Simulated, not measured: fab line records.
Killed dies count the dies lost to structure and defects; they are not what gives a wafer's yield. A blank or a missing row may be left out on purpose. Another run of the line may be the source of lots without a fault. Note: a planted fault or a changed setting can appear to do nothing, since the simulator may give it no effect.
Which tool was responsible? || flow gf180mcu || 6 lots with 18 wafers sampled at 2 steps, on a route of 602 steps

== WHAT THE GAUGES SHOWED, per wafer ==
GF_VT_IMPLANT_RS_MEAS_48: measurement is done with a four-point probe.
{"lot": "L775", "measured": "day 8 16:49", "on": "film_metro-04", "LVPWELL_RS (ohm/sq)": "1194.0 1200.2 1195.8"}
{"lot": "L781", "measured": "day 10 16:10", "on": "film_metro-02", "LVPWELL_RS (ohm/sq)": "1199.0 1195.7 1199.8"}
{"lot": "L784", "measured": "day 11 05:34", "on": "film_metro-01", "LVPWELL_RS (ohm/sq)": "1232.7 1232.1 1236.1"}
{"lot": "L786", "measured": "day 11 19:05", "on": "film_metro-01", "LVPWELL_RS (ohm/sq)": "1192.7 1193.5 1192.3"}
{"lot": "L788", "measured": "day 12 09:16", "on": "film_metro-02", "LVPWELL_RS (ohm/sq)": "1199.4 1197.5 1199.6"}
{"lot": "L792", "measured": "day 13 10:07", "on": "film_metro-04", "LVPWELL_RS (ohm/sq)": "1200.3 1196.7 1194.6"}

== WHAT TOOL EACH LOT RAN ON (gives the tool, then ch and the chambers of the sampled wafers, and finally the start) ==
{"lot": "L775", "GF_LVPWELL_IMPLANT_09": "implanter-04 ch 0, day 4 19:17"}
{"lot": "L781", "GF_LVPWELL_IMPLANT_09": "implanter-03 ch 0, day 6 09:38"}
{"lot": "L784", "GF_LVPWELL_IMPLANT_09": "implanter-03 ch 0, day 6 22:59"}
{"lot": "L786", "GF_LVPWELL_IMPLANT_09": "implanter-04 ch 0, day 7 09:28"}
{"lot": "L788", "GF_LVPWELL_IMPLANT_09": "implanter-04 ch 0, day 7 21:50"}
{"lot": "L792", "GF_LVPWELL_IMPLANT_09": "implanter-04 ch 0, day 8 18:52"}
- GF_LVPWELL_IMPLANT_09

== THE ANSWER, worked out from the rows above alone ==
Rule: what is usual is taken from the lots themselves. The widest of any qualifying gaps counts: lots, ordered by their means at a reading, are off when they make up no more than a third of the lots, leave a main group of 4 or more, and stand apart from it by 3 or more times the standard deviation of that group's means. A main group whose means are all the same, to the digits that the tables above print for the reading, isn't used. Also off: a lot with no number at a reading for which 4 or more lots have one. All remaining lots with rows at the step are treated as sound.
Off: L784, seen at GF_VT_IMPLANT_RS_MEAS_48 (LVPWELL_RS). Mean 1196.7 ohm/sq and standard deviation 2.1 in the main group.
A tool fits if, at a process step before that reading, it ran every lot that is off, and no sound lot after the first of them. The gauges at GF_VT_IMPLANT_RS_MEAS_48 are tried like those tools. One fits: implanter-03 at GF_LVPWELL_IMPLANT_09. Its last sound lot is L781 (day 6 09:38), its first lot that is off L784 (day 6 22:59): a fault that began between those two fits.

== WHAT THE SIMULATOR PUT IN ==
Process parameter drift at GF_LVPWELL_IMPLANT_09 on implanter-03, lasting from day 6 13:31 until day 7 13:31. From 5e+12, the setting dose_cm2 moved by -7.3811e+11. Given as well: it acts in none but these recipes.
Lots struck among those shown: L784. This agrees with what the rule above found.
